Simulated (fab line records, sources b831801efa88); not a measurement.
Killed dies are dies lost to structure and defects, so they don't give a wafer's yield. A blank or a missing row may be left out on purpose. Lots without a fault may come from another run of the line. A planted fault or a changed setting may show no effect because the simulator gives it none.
Chamber matching | flow gf180mcu | GF_STI_CMP_25 on cmp-01: 4 sister chambers
The step polishes, stops on Si3N4, t overpolish 33 s, target thk 524.6 nm. 4 wafers are shown with their chamber, then 7 later ones without.

WAFERS WITH THEIR CHAMBER
wafer  | chamber | motor_current_A (A)
L903.3 | 0       | 12.1
L909.6 | 2       | 13.8
L912.1 | 1       | 11.8
L912.2 | 3       | 12.4

WAFERS WITHOUT THEIR CHAMBER
wafer  | motor_current_A (A)
L912.6 | 13.7
L913.3 | 12.4
L913.5 | 11.2
L913.6 | 12.3
L918.3 | 13.1
L918.4 | 12.2
L918.6 | 12.8

WHICH CHAMBER EACH WENT THROUGH
wafer  | from the rows above               | in truth
L912.6 | 2                                 | 2
L913.3 | can't be placed: 3 or 0 or 1      | 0
L913.5 | can't be placed: 1 or 0 or 3      | 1
L913.6 | can't be placed: 3 or 0 or 1      | 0
L918.3 | can't be placed: 3 or 2 or 0 or 1 | 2
L918.4 | can't be placed: 0 or 3 or 1      | 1
L918.6 | can't be placed: 3 or 0 or 1 or 2 | 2
Placed correctly: 1 of 7. Can't be placed from these rows: 6 (the true chamber is among the candidates in 6). Placed wrongly: 0.
How it was worked out, from the rows above alone: a wafer's distance from a chamber is the root of the sum, over the readings, of the square of ((its reading less the chamber's mean) divided by the reading's scatter). The wafer belongs to the nearest chamber; if the next one is less than 2 further off, it can't be placed. A chamber's mean is the mean of its shown wafers. The scatter: with one shown wafer a chamber, the root of the mean of the squares of how far each hidden wafer lies from its nearest shown one.
